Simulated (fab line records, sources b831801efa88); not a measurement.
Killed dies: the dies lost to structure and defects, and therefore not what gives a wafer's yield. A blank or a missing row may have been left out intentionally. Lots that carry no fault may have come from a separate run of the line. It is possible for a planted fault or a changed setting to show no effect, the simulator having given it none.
One fault through the eyes of 2 desks -- flow sky130 -- numbers are kept per desk, each desk with only its own; the story behind them comes last

FOR THE TOOL OWNER'S DESK: rie_si-01
The tool's own readings at SKY_POLY_GATE_ETCH_17 (etches poly-Si in HBr/Cl2, stops on SiO2, target depth 180 nm, time 70.5 s): means of the sampled wafers that have a number, for each lot that ran on this tool. A lot is out of limits, marked OUT, if its mean lies more than 4 standard deviations from the usual mean; the brackets give that distance.
Columns: A = drypump_motor_current_A at SKY_POLY_GATE_ETCH_17, usual 5.7 A; B = oes_product_au at SKY_POLY_GATE_ETCH_17, usual 0.985 a.u.; C = run_length_s at SKY_POLY_GATE_ETCH_17, usual 98.8 s; D = throttle_valve_pct at SKY_POLY_GATE_ETCH_17, usual 33.684 %
lot,first seen here,A,B,C,D
L644,day 17 00:22,5.9,0.980,98.9,33.690
L647,day 18 05:55,5.4,0.982,98.7,33.688
L650,day 19 07:01,5.4,0.967,100.8,33.677
L651,day 19 12:34,5.9,0.974,101.4 (+4.9) OUT,33.696
L662,day 23 22:58,5.8,0.987,98.7,33.685
This desk's finding: out of limits on L651; first on L651, day 19 12:34 (run_length_s at SKY_POLY_GATE_ETCH_17). In limits: L644, L647, L650, L662.

METROLOGY DESK
What the gauges read for every lot (on any tool): the sampled wafers with a number, averaged. A lot is out of limits, marked OUT, if its mean lies more than 4 standard deviations from the usual mean; the brackets give that distance.
Columns: A = cd_nm at SKY_POLY_GATE_CD_MEAS_13, usual 149.7 nm; B = POLY_GATE_OVL at SKY_POLY_GATE_OVL_MEAS_14, usual 1 nm
lot,first seen here,A,B
L644,day 17 00:03,151.1,-3
L647,day 18 05:37,151.8,1
L650,day 19 06:41,149.2,-4
L651,day 19 12:14,148.8,-3
L660,day 23 03:24,151.0,-0
L662,day 23 22:39,148.7,-3
Result from this desk: across the 6 lots, nothing is out of limits.

TAKEN TOGETHER
The tool owner's desk had the chance to raise an alarm at day 19 12:34 on L651.
From the metrology desk's view, nothing was out of limits.
The metrology desk holds a record of L651, inside its limits.
SKY_POLY_GATE_ETCH_17 was run on rie_si-01 by each of the lots named.

WHAT WAS PUT IN BY THE SIMULATOR
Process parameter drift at SKY_POLY_GATE_ETCH_17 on rie_si-01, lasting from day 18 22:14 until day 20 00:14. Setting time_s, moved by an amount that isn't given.
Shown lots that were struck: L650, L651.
Hours from the fault's start to each desk's first reading out of limits: the tool owner's desk, 14.
